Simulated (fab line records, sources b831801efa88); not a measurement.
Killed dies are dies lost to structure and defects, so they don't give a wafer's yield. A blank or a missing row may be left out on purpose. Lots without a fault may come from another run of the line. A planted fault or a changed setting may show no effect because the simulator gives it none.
One fault seen from 2 desks | flow sky130 | each desk has only its own numbers; what lay behind them comes last

THE METROLOGY DESK
What the gauges read, lot by lot, whatever tool the lot ran on: means of the sampled wafers that have a number. A lot is out of limits, marked OUT, if its mean lies more than 4 standard deviations from the usual mean; the brackets give that distance.
Columns: A = VIA2_W_RS at SKY_VIA2_RS_MEAS_22, usual 0.2728 ohm/sq; B = VIA2_W_THK at SKY_VIA2_THK_MEAS_23, usual 419 nm
lot  | first seen here | A      | B
L449 | day 36 14:43    | 0.2744 | 411
L453 | day 37 19:27    | 0.2731 | 420
L458 | day 39 08:36    | 0.2766 | 413
L459 | day 39 18:08    | 0.2732 | 419
L460 | day 40 03:39    | 0.2703 | 419
L462 | day 40 16:16    | 0.2738 | 419
L464 | day 41 05:43    | 0.2729 | 414
This desk's finding: nothing out of limits on any of the 7 lots.

THE TOOL OWNER'S DESK: pvd_sputter-04
The tool's own readings at SKY_METAL3_SPUTTER_03 (material Ti, target thk 5 nm, time 3.3 s): means of the sampled wafers that have a number, for each lot that ran on this tool. A lot is out of limits, marked OUT, if its mean lies more than 4 standard deviations from the usual mean; the brackets give that distance.
Columns: A = cathode_dc_power_W at SKY_METAL3_SPUTTER_03, usual 3000.0 W; B = throttle_valve_pct at SKY_METAL3_SPUTTER_03, usual 29.9 %
lot  | first seen here | A                        | B
L449 | day 36 15:17    | 3000.5                   | 30.3
L458 | day 39 15:29    | 3151.7 (+99 or more) OUT | 30.4
L460 | day 40 04:38    | 3151.4 (+99 or more) OUT | 29.7
L462 | day 40 16:50    | 3151.3 (+99 or more) OUT | 29.8
This desk's finding: out of limits on L458, L460, L462; first on L458, day 39 15:29 (cathode_dc_power_W at SKY_METAL3_SPUTTER_03). In limits: L449.

PUT TOGETHER
The tool owner's desk could have raised an alarm at day 39 15:29, on L458, L460, L462.
The metrology desk saw nothing out of limits.
The metrology desk has L458, L460, L462 on record, within its limits.
Of the lots named, all ran SKY_METAL3_SPUTTER_03 on pvd_sputter-04.

WHAT THE SIMULATOR HAD PUT IN
Process parameter drift: pvd_sputter-04, from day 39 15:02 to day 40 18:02, at SKY_METAL3_SPUTTER_03. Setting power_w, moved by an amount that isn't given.
Lots struck among those shown: L458, L460, L462.
Hours from the fault's start to each desk's first reading out of limits: the tool owner's desk, 0.
